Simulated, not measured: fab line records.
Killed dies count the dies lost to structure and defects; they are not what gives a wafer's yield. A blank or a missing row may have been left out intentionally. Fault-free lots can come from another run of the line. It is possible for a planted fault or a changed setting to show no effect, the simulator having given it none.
fab line records / flow gf180mcu
record: lots: 14 wafers: 42 last-day: 34
route steps=602 shown HV_LDD@195 NSD@239 V1@358
lots untouched by any fault: they come from a run of this same line in which no faults occurred
start-h: the number of hours between the record's first day and the start of the first shown wafer of the lot / wait-h: time in hours since the lot's previous step / " repeats the value in the row above / L1.1+2: a single row standing in for several wafers / - no value, or no start was given / * or withheld: withheld / < > ~ a bound
route shown NAME@n: NAME is a module with steps in the file, n the number in the route of the first one / usual: the fault-free wafers' mean and standard deviation / same: alike in all rows / chamber/n: place in a boat / sites: each site's reading / _std_site: the values' standard deviation / _edge_site: the outer-site mean with the inner-site mean subtracted / radius-mm: for every site, how far away it sits from the centre of the wafer / mask NAME#n: copy n / behind: tool/chamber where the wafer was last shaped / hold: reason for holding the lot/hours on hold/outcome of the hold / device: the transistor (n, p or np) that didn't switch / end of line: the same wafers' tests at the end of the route / for a step that has no rows: nothing shown but its recipe / killed: not the wafer's yield, but the dies lost to structure and defects at the first sort / map: dies across one wafer; x = killed, . = not, _ = none there
set.NAME: the setting that was run; set.NAME@STEP: the one run at that earlier step / model.NAME: the simulator's own value behind a step, which no gauge read
route steps across a sampled set of lots; one table per step, one row per wafer
services: when a tool's chamber went out of use (start-h, in hours from the record's first day, below 0 if earlier), for how many hours, and the reason
== steps ==
step: GF_HV_LDD_CD_MEAS_19
recipe: target-cd-nm: 400
usual: cd-nm: 400.1/2.6
lot.wafer=L397.1 tool=cd-sem-02 chamber=- start-h=236.17 wait-h=0.1 cd-nm=398.3
lot.wafer=L397.2 tool=cd-sem-02 chamber=- start-h=236.17 wait-h=0.1 cd-nm=399.6
lot.wafer=L397.3 tool=cd-sem-02 chamber=- start-h=236.17 wait-h=0.1 cd-nm=398.6
lot.wafer=L402.1 tool=cd-sem-02 chamber=- start-h=272.17 wait-h=0.1 cd-nm=398.8
lot.wafer=L402.3 tool=cd-sem-02 chamber=- start-h=272.17 wait-h=0.1 cd-nm=400.0
lot.wafer=L402.6 tool=cd-sem-02 chamber=- start-h=272.17 wait-h=0.1 cd-nm=398.5
lot.wafer=L404.2 tool=cd-sem-02 chamber=- start-h=290.79 wait-h=0.1 cd-nm=399.0
lot.wafer=L404.3 tool=cd-sem-02 chamber=- start-h=290.79 wait-h=0.1 cd-nm=397.6
lot.wafer=L404.6 tool=cd-sem-02 chamber=- start-h=290.79 wait-h=0.1 cd-nm=395.1
lot.wafer=L405.3 tool=cd-sem-01 chamber=- start-h=297.01 wait-h=0.1 cd-nm=402.1
lot.wafer=L405.4 tool=cd-sem-01 chamber=- start-h=297.01 wait-h=0.1 cd-nm=399.6
lot.wafer=L405.5 tool=cd-sem-01 chamber=- start-h=297.01 wait-h=0.1 cd-nm=402.4
lot.wafer=L406.3 tool=cd-sem-02 chamber=- start-h=302.75 wait-h=0.1 cd-nm=400.9
lot.wafer=L406.5 tool=cd-sem-02 chamber=- start-h=302.75 wait-h=0.1 cd-nm=403.0
lot.wafer=L406.6 tool=cd-sem-02 chamber=- start-h=302.75 wait-h=0.1 cd-nm=404.9
lot.wafer=L407.2 tool=cd-sem-01 chamber=- start-h=313.83 wait-h=0.1 cd-nm=399.9
lot.wafer=L407.3 tool=cd-sem-01 chamber=- start-h=313.83 wait-h=0.1 cd-nm=398.9
lot.wafer=L407.5 tool=cd-sem-01 chamber=- start-h=313.83 wait-h=0.1 cd-nm=400.9
lot.wafer=L408.1 tool=cd-sem-02 chamber=- start-h=320.77 wait-h=0.1 cd-nm=399.5
lot.wafer=L408.2 tool=cd-sem-02 chamber=- start-h=320.77 wait-h=0.1 cd-nm=400.7
lot.wafer=L408.5 tool=cd-sem-02 chamber=- start-h=320.77 wait-h=0.1 cd-nm=402.4
lot.wafer=L413.1 tool=cd-sem-01 chamber=- start-h=354.52 wait-h=0.1 cd-nm=398.7
lot.wafer=L413.3 tool=cd-sem-01 chamber=- start-h=354.52 wait-h=0.1 cd-nm=397.9
lot.wafer=L413.4 tool=cd-sem-01 chamber=- start-h=354.52 wait-h=0.1 cd-nm=399.4
lot.wafer=L414.3 tool=cd-sem-01 chamber=- start-h=362.50 wait-h=0.1 cd-nm=396.1
lot.wafer=L414.4 tool=cd-sem-01 chamber=- start-h=362.50 wait-h=0.1 cd-nm=399.1
lot.wafer=L414.5 tool=cd-sem-01 chamber=- start-h=362.50 wait-h=0.1 cd-nm=398.4
lot.wafer=L415.2 tool=cd-sem-02 chamber=- start-h=371.44 wait-h=0.1 cd-nm=399.8
lot.wafer=L415.3 tool=cd-sem-02 chamber=- start-h=371.44 wait-h=0.1 cd-nm=396.9
lot.wafer=L415.6 tool=cd-sem-02 chamber=- start-h=371.44 wait-h=0.1 cd-nm=399.5
lot.wafer=L417.2 tool=cd-sem-02 chamber=- start-h=388.68 wait-h=0.1 cd-nm=402.1
lot.wafer=L417.3 tool=cd-sem-02 chamber=- start-h=388.68 wait-h=0.1 cd-nm=399.6
lot.wafer=L417.4 tool=cd-sem-02 chamber=- start-h=388.68 wait-h=0.1 cd-nm=398.6
lot.wafer=L418.1 tool=cd-sem-01 chamber=- start-h=390.66 wait-h=0.1 cd-nm=400.4
lot.wafer=L418.2 tool=cd-sem-01 chamber=- start-h=390.66 wait-h=0.1 cd-nm=400.3
lot.wafer=L418.3 tool=cd-sem-01 chamber=- start-h=390.66 wait-h=0.1 cd-nm=400.9
lot.wafer=L419.1 tool=cd-sem-02 chamber=- start-h=398.81 wait-h=0.1 cd-nm=403.5
lot.wafer=L419.4 tool=cd-sem-02 chamber=- start-h=398.81 wait-h=0.1 cd-nm=405.3
lot.wafer=L419.6 tool=cd-sem-02 chamber=- start-h=398.81 wait-h=0.1 cd-nm=407.5
lot.wafer=L420.2 tool=cd-sem-02 chamber=- start-h=409.14 wait-h=0.1 cd-nm=405.3
lot.wafer=L420.4 tool=cd-sem-02 chamber=- start-h=409.14 wait-h=0.1 cd-nm=405.2
lot.wafer=L420.5 tool=cd-sem-02 chamber=- start-h=409.14 wait-h=0.1 cd-nm=404.9
step: GF_NSD_EXPOSE_04
recipe: mask-id: Nplus target-cd-nm: 400 na: 0.6 source-shape: conventional sigma-outer: 0.6 dose-mj: 140
lot.wafer=L397.1+2+3 tool=iline-stepper-01 chamber=0 start-h=286.78 wait-h=- mask=Nplus#0
lot.wafer=L402.1+3+6 tool=iline-stepper-01 chamber=0 start-h=326.71 wait-h=- mask=Nplus#0
lot.wafer=L404.2+3+6 tool=iline-stepper-02 chamber=0 start-h=346.27 wait-h=- mask=Nplus#0
lot.wafer=L405.3+4+5 tool=iline-stepper-01 chamber=0 start-h=354.27 wait-h=- mask=Nplus#0
lot.wafer=L406.3+5+6 tool=iline-stepper-01 chamber=0 start-h=359.06 wait-h=- mask=Nplus#0
lot.wafer=L407.2+3+5 tool=iline-stepper-01 chamber=0 start-h=372.64 wait-h=- mask=Nplus#0
lot.wafer=L408.1+2+5 tool=iline-stepper-02 chamber=0 start-h=379.13 wait-h=- mask=Nplus#0
lot.wafer=L413.1+3+4 tool=iline-stepper-02 chamber=0 start-h=414.98 wait-h=- mask=Nplus#0
lot.wafer=L414.3+4+5 tool=iline-stepper-02 chamber=0 start-h=426.21 wait-h=- mask=Nplus#0
lot.wafer=L415.2+3+6 tool=iline-stepper-02 chamber=0 start-h=434.06 wait-h=- mask=Nplus#0
lot.wafer=L417.2+3+4 tool=iline-stepper-01 chamber=0 start-h=452.74 wait-h=- mask=Nplus#0
lot.wafer=L418.1+2+3 tool=iline-stepper-01 chamber=0 start-h=454.31 wait-h=- mask=Nplus#0
lot.wafer=L419.1+4+6 tool=iline-stepper-01 chamber=0 start-h=462.56 wait-h=- mask=Nplus#0
lot.wafer=L420.2+4+5 tool=iline-stepper-01 chamber=0 start-h=474.09 wait-h=- mask=Nplus#0
step: GF_NSD_OVL_MEAS_08
usual: NSD_OVL: 0.4/1.2
lot.wafer=L397.1 tool=overlay-01 chamber=- start-h=296.59 wait-h=0.1 hold=- NSD_OVL[nm]=0.7
lot.wafer=L397.2 tool=overlay-01 chamber=- start-h=296.59 wait-h=0.1 hold=- NSD_OVL[nm]=0.9
lot.wafer=L397.3 tool=overlay-01 chamber=- start-h=296.59 wait-h=0.1 hold=- NSD_OVL[nm]=0.4
lot.wafer=L402.1 tool=overlay-02 chamber=- start-h=337.38 wait-h=0.1 hold=- NSD_OVL[nm]=3.0
lot.wafer=L402.3 tool=overlay-02 chamber=- start-h=337.38 wait-h=0.1 hold=- NSD_OVL[nm]=2.2
lot.wafer=L402.6 tool=overlay-02 chamber=- start-h=337.38 wait-h=0.1 hold=- NSD_OVL[nm]=0.5
lot.wafer=L404.2 tool=overlay-02 chamber=- start-h=357.20 wait-h=0.1 hold=- NSD_OVL[nm]=-0.6
lot.wafer=L404.3 tool=overlay-02 chamber=- start-h=357.20 wait-h=0.1 hold=- NSD_OVL[nm]=-1.2
lot.wafer=L404.6 tool=overlay-02 chamber=- start-h=357.20 wait-h=0.1 hold=- NSD_OVL[nm]=-1.3
lot.wafer=L405.3 tool=overlay-02 chamber=- start-h=364.89 wait-h=0.1 hold=- NSD_OVL[nm]=0.2
lot.wafer=L405.4 tool=overlay-02 chamber=- start-h=364.89 wait-h=0.1 hold=- NSD_OVL[nm]=2.4
lot.wafer=L405.5 tool=overlay-02 chamber=- start-h=364.89 wait-h=0.1 hold=- NSD_OVL[nm]=1.9
lot.wafer=L406.3 tool=overlay-01 chamber=- start-h=370.29 wait-h=0.1 hold=- NSD_OVL[nm]=1.6
lot.wafer=L406.5 tool=overlay-01 chamber=- start-h=370.29 wait-h=0.1 hold=- NSD_OVL[nm]=0.1
lot.wafer=L406.6 tool=overlay-01 chamber=- start-h=370.29 wait-h=0.1 hold=- NSD_OVL[nm]=1.0
lot.wafer=L407.2 tool=overlay-02 chamber=- start-h=383.88 wait-h=0.1 hold=- NSD_OVL[nm]=1.7
lot.wafer=L407.3 tool=overlay-02 chamber=- start-h=383.88 wait-h=0.1 hold=- NSD_OVL[nm]=0.8
lot.wafer=L407.5 tool=overlay-02 chamber=- start-h=383.88 wait-h=0.1 hold=- NSD_OVL[nm]=-1.6
lot.wafer=L408.1 tool=overlay-02 chamber=- start-h=389.88 wait-h=0.1 hold=- NSD_OVL[nm]=-0.1
lot.wafer=L408.2 tool=overlay-02 chamber=- start-h=389.88 wait-h=0.1 hold=- NSD_OVL[nm]=0.7
lot.wafer=L408.5 tool=overlay-02 chamber=- start-h=389.88 wait-h=0.1 hold=- NSD_OVL[nm]=-0.5
lot.wafer=L413.1 tool=overlay-01 chamber=- start-h=427.19 wait-h=0.1 hold=- NSD_OVL[nm]=0.3
lot.wafer=L413.3 tool=overlay-01 chamber=- start-h=427.19 wait-h=0.1 hold=- NSD_OVL[nm]=-0.2
lot.wafer=L413.4 tool=overlay-01 chamber=- start-h=427.19 wait-h=0.1 hold=- NSD_OVL[nm]=0.3
lot.wafer=L414.3 tool=overlay-01 chamber=- start-h=438.20 wait-h=0.1 hold=await-dispo/0.2h/release NSD_OVL[nm]=293.0
lot.wafer=L414.4 tool=overlay-01 chamber=- start-h=438.20 wait-h=0.1 hold=await-dispo/0.2h/release NSD_OVL[nm]=296.2
lot.wafer=L414.5 tool=overlay-01 chamber=- start-h=438.20 wait-h=0.1 hold=await-dispo/0.2h/release NSD_OVL[nm]=296.0
lot.wafer=L414.3 tool=overlay-01 chamber=- start-h=438.40 wait-h=0.2 hold=- NSD_OVL[nm]=292.8
lot.wafer=L414.4 tool=overlay-01 chamber=- start-h=438.40 wait-h=0.2 hold=- NSD_OVL[nm]=295.6
lot.wafer=L414.5 tool=overlay-01 chamber=- start-h=438.40 wait-h=0.2 hold=- NSD_OVL[nm]=295.3
lot.wafer=L415.2 tool=overlay-02 chamber=- start-h=445.75 wait-h=0.1 hold=await-dispo/0.2h/release NSD_OVL[nm]=296.0
lot.wafer=L415.3 tool=overlay-02 chamber=- start-h=445.75 wait-h=0.1 hold=await-dispo/0.2h/release NSD_OVL[nm]=295.8
lot.wafer=L415.6 tool=overlay-02 chamber=- start-h=445.75 wait-h=0.1 hold=await-dispo/0.2h/release NSD_OVL[nm]=296.1
lot.wafer=L415.2 tool=overlay-02 chamber=- start-h=445.95 wait-h=0.2 hold=- NSD_OVL[nm]=295.3
lot.wafer=L415.3 tool=overlay-02 chamber=- start-h=445.95 wait-h=0.2 hold=- NSD_OVL[nm]=295.4
lot.wafer=L415.6 tool=overlay-02 chamber=- start-h=445.95 wait-h=0.2 hold=- NSD_OVL[nm]=295.5
lot.wafer=L417.2 tool=overlay-01 chamber=- start-h=464.61 wait-h=0.1 hold=- NSD_OVL[nm]=0.9
lot.wafer=L417.3 tool=overlay-01 chamber=- start-h=464.61 wait-h=0.1 hold=- NSD_OVL[nm]=0.8
lot.wafer=L417.4 tool=overlay-01 chamber=- start-h=464.61 wait-h=0.1 hold=- NSD_OVL[nm]=0.0
lot.wafer=L418.1 tool=overlay-02 chamber=- start-h=466.53 wait-h=0.1 hold=- NSD_OVL[nm]=-0.4
lot.wafer=L418.2 tool=overlay-02 chamber=- start-h=466.53 wait-h=0.1 hold=- NSD_OVL[nm]=-2.2
lot.wafer=L418.3 tool=overlay-02 chamber=- start-h=466.53 wait-h=0.1 hold=- NSD_OVL[nm]=0.2
lot.wafer=L419.1 tool=overlay-02 chamber=- start-h=474.48 wait-h=0.1 hold=- NSD_OVL[nm]=1.2
lot.wafer=L419.4 tool=overlay-02 chamber=- start-h=474.48 wait-h=0.1 hold=- NSD_OVL[nm]=-0.5
lot.wafer=L419.6 tool=overlay-02 chamber=- start-h=474.48 wait-h=0.1 hold=- NSD_OVL[nm]=-1.0
lot.wafer=L420.2 tool=overlay-01 chamber=- start-h=486.20 wait-h=0.1 hold=- NSD_OVL[nm]=0.0
lot.wafer=L420.4 tool=overlay-01 chamber=- start-h=486.20 wait-h=0.1 hold=- NSD_OVL[nm]=-0.2
lot.wafer=L420.5 tool=overlay-01 chamber=- start-h=486.20 wait-h=0.1 hold=- NSD_OVL[nm]=1.5
step: GF_V1_CVD_23
recipe: material: W target-thk-nm: 350 time-s: 105.05 temp-c: 400 pressure-torr: 40
usual: heater-power-w: 843/65 susceptor-temp-C: 400.02/0.21
lot.wafer=L397.1 tool=cvd-w-02 chamber=1 start-h=411.19 wait-h=0.0 heater-power-w=941 susceptor-temp-C=399.56
lot.wafer=L397.2 tool=cvd-w-02 chamber=0 start-h=411.19 wait-h=0.0 heater-power-w=761 susceptor-temp-C=400.34
lot.wafer=L397.3 tool=cvd-w-02 chamber=1 start-h=411.19 wait-h=0.0 heater-power-w=967 susceptor-temp-C=399.59
lot.wafer=L402.1 tool=cvd-w-01 chamber=1 start-h=461.94 wait-h=0.0 heater-power-w=837 susceptor-temp-C=400.22
lot.wafer=L402.3 tool=cvd-w-01 chamber=1 start-h=461.94 wait-h=0.0 heater-power-w=848 susceptor-temp-C=400.24
lot.wafer=L402.6 tool=cvd-w-01 chamber=1 start-h=461.94 wait-h=0.0 heater-power-w=861 susceptor-temp-C=399.94
lot.wafer=L404.2 tool=cvd-w-01 chamber=0 start-h=481.34 wait-h=0.0 heater-power-w=797 susceptor-temp-C=399.84
lot.wafer=L404.3 tool=cvd-w-01 chamber=1 start-h=481.34 wait-h=0.0 heater-power-w=867 susceptor-temp-C=399.91
lot.wafer=L404.6 tool=cvd-w-01 chamber=0 start-h=481.34 wait-h=0.0 heater-power-w=777 susceptor-temp-C=400.18
lot.wafer=L405.3 tool=cvd-w-02 chamber=1 start-h=488.87 wait-h=0.1 heater-power-w=972 susceptor-temp-C=399.97
lot.wafer=L405.4 tool=cvd-w-02 chamber=0 start-h=488.87 wait-h=0.1 heater-power-w=794 susceptor-temp-C=400.28
lot.wafer=L405.5 tool=cvd-w-02 chamber=0 start-h=488.87 wait-h=0.1 heater-power-w=794 susceptor-temp-C=400.01
lot.wafer=L406.3 tool=cvd-w-01 chamber=0 start-h=496.12 wait-h=0.1 heater-power-w=799 susceptor-temp-C=399.72
lot.wafer=L406.5 tool=cvd-w-01 chamber=0 start-h=496.12 wait-h=0.1 heater-power-w=796 susceptor-temp-C=399.75
lot.wafer=L406.6 tool=cvd-w-01 chamber=1 start-h=496.12 wait-h=0.1 heater-power-w=833 susceptor-temp-C=400.01
lot.wafer=L407.2 tool=cvd-w-01 chamber=0 start-h=508.99 wait-h=0.0 heater-power-w=802 susceptor-temp-C=400.01
lot.wafer=L407.3 tool=cvd-w-01 chamber=1 start-h=508.99 wait-h=0.0 heater-power-w=861 susceptor-temp-C=400.28
lot.wafer=L407.5 tool=cvd-w-01 chamber=0 start-h=508.99 wait-h=0.0 heater-power-w=793 susceptor-temp-C=400.05
lot.wafer=L408.1 tool=cvd-w-01 chamber=0 start-h=515.67 wait-h=0.0 heater-power-w=787 susceptor-temp-C=399.80
lot.wafer=L408.2 tool=cvd-w-01 chamber=1 start-h=515.67 wait-h=0.0 heater-power-w=850 susceptor-temp-C=400.29
lot.wafer=L408.5 tool=cvd-w-01 chamber=1 start-h=515.67 wait-h=0.0 heater-power-w=849 susceptor-temp-C=400.38
lot.wafer=L413.1 tool=cvd-w-01 chamber=0 start-h=552.31 wait-h=0.0 heater-power-w=783 susceptor-temp-C=400.21
lot.wafer=L413.3 tool=cvd-w-01 chamber=1 start-h=552.31 wait-h=0.0 heater-power-w=851 susceptor-temp-C=400.05
lot.wafer=L413.4 tool=cvd-w-01 chamber=0 start-h=552.31 wait-h=0.0 heater-power-w=794 susceptor-temp-C=400.11
lot.wafer=L417.2 tool=cvd-w-01 chamber=1 start-h=586.96 wait-h=0.0 heater-power-w=867 susceptor-temp-C=400.15
lot.wafer=L417.3 tool=cvd-w-01 chamber=1 start-h=586.96 wait-h=0.0 heater-power-w=885 susceptor-temp-C=399.69
lot.wafer=L417.4 tool=cvd-w-01 chamber=0 start-h=586.96 wait-h=0.0 heater-power-w=811 susceptor-temp-C=399.91
lot.wafer=L418.1 tool=cvd-w-02 chamber=0 start-h=587.13 wait-h=0.0 heater-power-w=791 susceptor-temp-C=399.94
lot.wafer=L418.2 tool=cvd-w-02 chamber=1 start-h=587.13 wait-h=0.0 heater-power-w=984 susceptor-temp-C=400.38
lot.wafer=L418.3 tool=cvd-w-02 chamber=1 start-h=587.13 wait-h=0.0 heater-power-w=982 susceptor-temp-C=400.39
lot.wafer=L419.1 tool=cvd-w-01 chamber=0 start-h=593.67 wait-h=0.0 heater-power-w=811 susceptor-temp-C=400.16
lot.wafer=L419.4 tool=cvd-w-01 chamber=0 start-h=593.67 wait-h=0.0 heater-power-w=787 susceptor-temp-C=400.10
lot.wafer=L419.6 tool=cvd-w-01 chamber=0 start-h=593.67 wait-h=0.0 heater-power-w=793 susceptor-temp-C=400.45
lot.wafer=L420.2 tool=cvd-w-02 chamber=1 start-h=603.84 wait-h=0.0 heater-power-w=1039 susceptor-temp-C=399.99
lot.wafer=L420.4 tool=cvd-w-02 chamber=0 start-h=603.84 wait-h=0.0 heater-power-w=803 susceptor-temp-C=399.94
lot.wafer=L420.5 tool=cvd-w-02 chamber=1 start-h=603.84 wait-h=0.0 heater-power-w=995 susceptor-temp-C=399.97
step: GF_V1_CMP_26
recipe: stop-on: SiO2 down-force-psi: 3.5 platen-rpm: 60 t-overpolish-s: 15 target-thk-nm: 0 pad-velocity-m-s: 0.94248
usual: motor-current-A: 11.1/0.63 overpolish-run-s: 15.000/0.0086 time-to-endpoint-s: 82/3.2
lot.wafer=L397.3 tool=cmp-02 chamber=3 start-h=411.53 wait-h=0.1 motor-current-A=10.6 overpolish-run-s=15.000 time-to-endpoint-s=83
lot.wafer=L397.1 tool=cmp-02 chamber=0 start-h=411.53 wait-h=0.1 motor-current-A=11.2 overpolish-run-s=14.997 time-to-endpoint-s=79
lot.wafer=L397.2 tool=cmp-02 chamber=1 start-h=411.53 wait-h=0.1 motor-current-A=11.2 overpolish-run-s=15.002 time-to-endpoint-s=77
lot.wafer=L402.1 tool=cmp-02 chamber=3 start-h=462.23 wait-h=0.1 motor-current-A=10.6 overpolish-run-s=14.978 time-to-endpoint-s=82
lot.wafer=L402.3 tool=cmp-02 chamber=0 start-h=462.23 wait-h=0.1 motor-current-A=11.1 overpolish-run-s=15.007 time-to-endpoint-s=82
lot.wafer=L402.6 tool=cmp-02 chamber=0 start-h=462.23 wait-h=0.1 motor-current-A=11.1 overpolish-run-s=14.997 time-to-endpoint-s=82
lot.wafer=L404.2 tool=cmp-02 chamber=1 start-h=481.63 wait-h=0.0 motor-current-A=11.0 overpolish-run-s=14.994 time-to-endpoint-s=81
lot.wafer=L404.3 tool=cmp-02 chamber=3 start-h=481.63 wait-h=0.0 motor-current-A=10.6 overpolish-run-s=15.003 time-to-endpoint-s=80
lot.wafer=L404.6 tool=cmp-02 chamber=1 start-h=481.63 wait-h=0.0 motor-current-A=11.7 overpolish-run-s=15.000 time-to-endpoint-s=82
lot.wafer=L405.3 tool=cmp-01 chamber=1 start-h=489.23 wait-h=0.1 motor-current-A=11.0 overpolish-run-s=15.018 time-to-endpoint-s=83
lot.wafer=L405.4 tool=cmp-01 chamber=2 start-h=489.23 wait-h=0.1 motor-current-A=11.5 overpolish-run-s=14.998 time-to-endpoint-s=80
lot.wafer=L405.5 tool=cmp-01 chamber=3 start-h=489.23 wait-h=0.1 motor-current-A=11.4 overpolish-run-s=15.003 time-to-endpoint-s=81
lot.wafer=L406.3 tool=cmp-01 chamber=3 start-h=496.48 wait-h=0.1 motor-current-A=11.6 overpolish-run-s=15.014 time-to-endpoint-s=78
lot.wafer=L406.5 tool=cmp-01 chamber=1 start-h=496.48 wait-h=0.1 motor-current-A=10.5 overpolish-run-s=14.997 time-to-endpoint-s=80
lot.wafer=L406.6 tool=cmp-01 chamber=2 start-h=496.48 wait-h=0.1 motor-current-A=11.6 overpolish-run-s=14.989 time-to-endpoint-s=73
lot.wafer=L407.3 tool=cmp-02 chamber=2 start-h=509.38 wait-h=0.1 motor-current-A=10.5 overpolish-run-s=15.001 time-to-endpoint-s=83
lot.wafer=L407.2 tool=cmp-02 chamber=3 start-h=509.38 wait-h=0.1 motor-current-A=10.7 overpolish-run-s=14.997 time-to-endpoint-s=82
lot.wafer=L407.5 tool=cmp-02 chamber=1 start-h=509.38 wait-h=0.1 motor-current-A=12.0 overpolish-run-s=14.991 time-to-endpoint-s=83
lot.wafer=L408.2 tool=cmp-02 chamber=0 start-h=515.97 wait-h=0.0 motor-current-A=11.7 overpolish-run-s=15.000 time-to-endpoint-s=81
lot.wafer=L408.1 tool=cmp-02 chamber=3 start-h=515.97 wait-h=0.0 motor-current-A=11.1 overpolish-run-s=15.010 time-to-endpoint-s=85
lot.wafer=L408.5 tool=cmp-02 chamber=0 start-h=515.97 wait-h=0.0 motor-current-A=10.7 overpolish-run-s=15.015 time-to-endpoint-s=81
lot.wafer=L413.3 tool=cmp-02 chamber=3 start-h=552.60 wait-h=0.0 motor-current-A=10.7 overpolish-run-s=14.987 time-to-endpoint-s=87
lot.wafer=L413.1 tool=cmp-02 chamber=1 start-h=552.60 wait-h=0.0 motor-current-A=12.0 overpolish-run-s=15.002 time-to-endpoint-s=87
lot.wafer=L413.4 tool=cmp-02 chamber=2 start-h=552.60 wait-h=0.0 motor-current-A=10.3 overpolish-run-s=14.998 time-to-endpoint-s=84
lot.wafer=L417.4 tool=cmp-01 chamber=0 start-h=587.31 wait-h=0.1 motor-current-A=11.6 overpolish-run-s=15.003 time-to-endpoint-s=84
lot.wafer=L417.3 tool=cmp-01 chamber=1 start-h=587.31 wait-h=0.1 motor-current-A=9.9 overpolish-run-s=14.985 time-to-endpoint-s=81
lot.wafer=L417.2 tool=cmp-01 chamber=2 start-h=587.31 wait-h=0.1 motor-current-A=11.5 overpolish-run-s=14.987 time-to-endpoint-s=80
lot.wafer=L418.1 tool=cmp-02 chamber=2 start-h=587.43 wait-h=0.1 motor-current-A=10.8 overpolish-run-s=15.001 time-to-endpoint-s=81
lot.wafer=L418.3 tool=cmp-02 chamber=0 start-h=587.43 wait-h=0.1 motor-current-A=11.1 overpolish-run-s=14.985 time-to-endpoint-s=82
lot.wafer=L418.2 tool=cmp-02 chamber=1 start-h=587.43 wait-h=0.1 motor-current-A=11.5 overpolish-run-s=14.995 time-to-endpoint-s=84
lot.wafer=L419.4 tool=cmp-01 chamber=1 start-h=594.01 wait-h=0.1 motor-current-A=10.9 overpolish-run-s=15.000 time-to-endpoint-s=85
lot.wafer=L419.1 tool=cmp-01 chamber=2 start-h=594.01 wait-h=0.1 motor-current-A=11.0 overpolish-run-s=14.997 time-to-endpoint-s=80
lot.wafer=L419.6 tool=cmp-01 chamber=0 start-h=594.01 wait-h=0.1 motor-current-A=12.0 overpolish-run-s=15.009 time-to-endpoint-s=86
lot.wafer=L420.4 tool=cmp-02 chamber=0 start-h=604.18 wait-h=0.1 motor-current-A=10.7 overpolish-run-s=14.986 time-to-endpoint-s=83
lot.wafer=L420.2 tool=cmp-02 chamber=2 start-h=604.18 wait-h=0.1 motor-current-A=10.2 overpolish-run-s=15.002 time-to-endpoint-s=81
lot.wafer=L420.5 tool=cmp-02 chamber=3 start-h=604.18 wait-h=0.1 motor-current-A=11.1 overpolish-run-s=14.995 time-to-endpoint-s=82
== services ==
tool=cvd-w-01 chamber=1 start-h=272.82 hours=7.0 kind=repair
tool=cmp-02 chamber=- start-h=287.68 hours=0.8 kind=repair
tool=cmp-02 chamber=- start-h=289.89 hours=0.9 kind=repair
tool=cvd-w-01 chamber=- start-h=306.02 hours=0.3 kind=repair
tool=iline-stepper-01 chamber=- start-h=314.06 hours=0.5 kind=repair
tool=cmp-02 chamber=- start-h=328.05 hours=2.0 kind=repair
tool=cmp-02 chamber=- start-h=382.62 hours=5.8 kind=pm
tool=iline-stepper-01 chamber=- start-h=391.99 hours=15.9 kind=repair
tool=iline-stepper-01 chamber=- start-h=395.47 hours=0.6 kind=repair
tool=iline-stepper-01 chamber=- start-h=400.17 hours=4.7 kind=repair
tool=iline-stepper-02 chamber=- start-h=407.87 hours=1.7 kind=pm
tool=cmp-02 chamber=- start-h=408.50 hours=2.7 kind=repair
tool=cmp-02 chamber=- start-h=408.79 hours=0.5 kind=repair
tool=cmp-02 chamber=- start-h=419.25 hours=1.3 kind=repair
tool=iline-stepper-02 chamber=- start-h=437.58 hours=8.9 kind=pm
tool=iline-stepper-01 chamber=- start-h=448.34 hours=1.7 kind=pm
tool=cmp-02 chamber=- start-h=476.21 hours=0.8 kind=repair
tool=iline-stepper-01 chamber=- start-h=516.95 hours=0.8 kind=repair
tool=cmp-02 chamber=- start-h=529.00 hours=1.0 kind=repair
tool=cvd-w-01 chamber=0 start-h=562.97 hours=10.6 kind=repair
tool=cmp-02 chamber=- start-h=573.79 hours=4.0 kind=pm
tool=iline-stepper-01 chamber=- start-h=579.04 hours=1.4 kind=repair
tool=cvd-w-01 chamber=- start-h=588.96 hours=4.3 kind=pm
tool=cmp-02 chamber=- start-h=589.42 hours=3.0 kind=repair
== key ==
first-sign: step: GF_NSD_OVL_MEAS_08 reading: visit direction: added
effect: step: GF_NSD_OVL_MEAS_08 reading: NSD_OVL direction: up sigmas: 99+ usual: 0.4 struck: 295.5
met-at GF_NSD_EXPOSE_04
struck-lots L414,L415
scrapped-behind GF_NSD_OVL_MEAS_08 L414.3,L414.4,L414.5,L415.2,L415.3,L415.6
not-acting-at GF_HV_LDD_CD_MEAS_19,GF_V1_CVD_23,GF_V1_CMP_26
onset-between 414.98 426.21
fault: kind: scanner-matching-overlay tool: iline-stepper-02 chamber: - onset-h: 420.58 steps: GF_NSD_EXPOSE_04 offset: 295.82
